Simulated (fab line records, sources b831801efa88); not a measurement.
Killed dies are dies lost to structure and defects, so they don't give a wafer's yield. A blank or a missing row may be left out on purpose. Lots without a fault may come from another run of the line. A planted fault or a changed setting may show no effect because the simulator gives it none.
A struck lot beside a sound one | flow sky130 | 13 steps out of a route of 708
Sound: wafers L755.2, L755.4, L755.6. Struck: wafers L763.3, L763.4, L763.5. The cause comes at the end.
At each step with rows: each side's tool, then ch and its chambers, then its first start. Under that, the readings that differ: sound wafers | struck wafers | difference of the means | sigmas: that difference in standard deviations of wafers without a fault.
alike: readings whose means differ by less than 2 such deviations, and words and numbers that are the same on both sides. not compared: withheld readings, readings that some wafer has no value for, bounds like >300 that may hide the same value, and numbers for which the record gives no deviation and whose values overlap.
The two part at a step that has a row with sigmas, a row that says differs or no value, or rows on one side only. Numbers that don't overlap but have no deviation are shown without sigmas and don't part them. A reading that every wafer of one side lacks parts them only if that side has two wafers or more.

SKY_NWELL_STRIP_25: strips in O2/N2.
  sound on plasma_asher-03 ch 0, day 6 05:12; struck on plasma_asher-01 ch 0,1, day 8 09:17
  reading                     | sound       | struck      | difference | sigmas
  drypump_motor_current_A (A) | 4.8 4.8 4.8 | 6.0 5.7 6.0 | +1.1       | +3
  alike: oes_product_au, strip_time_to_endpoint_s
  not compared: rf_hours_counter_h
SKY_NWELL_TW_MEAS_26:
  sound on film_metro-04, day 6 05:19; struck on film_metro-04, day 8 09:22
  alike: NWELL_2_TW
then, 1 step without rows for these wafers: SKY_NWELL_CLEAN_27 (cleans in SC1/SC2, time 150 s).
SKY_NWELL_RTA_28: time 30 s.
  sound on rtp_anneal-02 ch 0, day 6 05:26; struck on rtp_anneal-01 ch 0, day 8 09:29
  alike: anneal_temp_c_max, lamp_power_pct, wafer_temp_C_max
SKY_NWELL_RS_MEAS_29: measures by four-point-probe.
  sound on film_metro-04, day 6 05:32; struck on film_metro-02, day 8 09:36
  alike: NWELL_RS
SKY_NWELL_RS_MEAS_31: measures by four-point-probe.
  sound on film_metro-04, day 6 05:47; struck on film_metro-02, day 8 09:50
  alike: PWDE_RS
then, 5 steps without rows for these wafers: SKY_VT_ADJUST_HVTP_DEHYDRATE_00 (time 60 s); SKY_VT_ADJUST_HVTP_HMDS_01 (prime time 60 s); SKY_VT_ADJUST_HVTP_COAT_02 (resist thk 1140 nm); SKY_VT_ADJUST_HVTP_SOFTBAKE_03 (time 60 s); SKY_VT_ADJUST_HVTP_EXPOSE_04 (exposes mask HVTPM, target cd 380 nm).
SKY_VT_ADJUST_HVTP_PEB_05:
  sound on litho_track-02 ch 0, day 6 23:26; struck on litho_track-01, day 9 05:01
  reading         | sound          | struck | difference                    | sigmas
  exhaust_pa (Pa) | 45.3 44.5 45.4 | - - -  | no value on the struck wafers |
  not compared: chill_plate_temp_C
then, 1 step without rows for these wafers: SKY_VT_ADJUST_HVTP_DEVELOP_06 (develop time 60 s).

WHERE THEY PART
First at SKY_NWELL_STRIP_25; last, within this record, at SKY_VT_ADJUST_HVTP_PEB_05.

WHY: what the simulator had put in
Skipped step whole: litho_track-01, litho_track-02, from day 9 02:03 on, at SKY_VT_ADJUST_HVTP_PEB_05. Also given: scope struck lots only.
